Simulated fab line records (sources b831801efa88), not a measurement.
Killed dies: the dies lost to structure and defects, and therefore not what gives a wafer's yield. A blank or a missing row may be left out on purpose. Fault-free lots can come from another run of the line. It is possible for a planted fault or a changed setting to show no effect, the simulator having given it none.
The tool behind it: which one? + flow sky130 + 33 wafers sampled from 11 lots at 1 step of a route of 708

WHAT THE GAUGES SHOWED, per wafer
SKY_VIA4_THK_MEAS_20: measures by xrf. Usual: for VIA4_W_THK the level is 503 nm and the standard deviation is 5.4.
| lot  | measured     | on            | VIA4_W_THK (nm) | flag |
|------|--------------|---------------|-----------------|------|
| L963 | day 42 12:14 | film metro-01 | 505 507 512     |      |
| L964 | day 43 05:16 | film metro-02 | 504 497 503     |      |
| L965 | day 43 08:06 | film metro-01 | 495 504 489     |      |
| L967 | day 43 16:33 | film metro-02 | 502 501 502     |      |
| L970 | day 45 00:17 | film metro-01 | 511 503 514     |      |
| L975 | day 46 05:29 | film metro-02 | 497 506 499     |      |
| L978 | day 47 10:13 | film metro-01 | 503 507 510     |      |
| L980 | day 47 13:14 | film metro-02 | 504 506 513     |      |
| L984 | day 48 03:17 | film metro-02 | 496 497 495     |      |
| L983 | day 48 06:47 | film metro-03 | 511 513 501     |      |
| L985 | day 48 11:05 | film metro-02 | 498 504 499     |      |

WHAT TOOL EACH LOT RAN ON (gives the tool, then ch and the chambers of the sampled wafers, and finally the start)
There is no process step in the record ahead of these readings.

WHAT THE TOOLS THEMSELVES READ (means of the sampled wafers that have a number; where no wafer has one, the mark that the record gives instead)
The record holds no such reading with a usual standard deviation.

THE ANSWER, worked out from the rows above alone
Rule: a lot counts as off when the mean over its wafers that have a number is more than 3 standard deviations away from the usual mean. Also off: a lot with no number at a reading for which 4 or more lots have one. Any other lot the step has rows for is counted as sound. After the gauges, taken in route order, come the tools' own readings; for these a lot's mean is taken, as printed above. At the first step where some lot is off, the reading lying furthest off is the one used; lots without a number count as furthest.
None of the lots is off at any reading shown; this tells nothing.

WHAT HAD BEEN PUT IN BY THE SIMULATOR
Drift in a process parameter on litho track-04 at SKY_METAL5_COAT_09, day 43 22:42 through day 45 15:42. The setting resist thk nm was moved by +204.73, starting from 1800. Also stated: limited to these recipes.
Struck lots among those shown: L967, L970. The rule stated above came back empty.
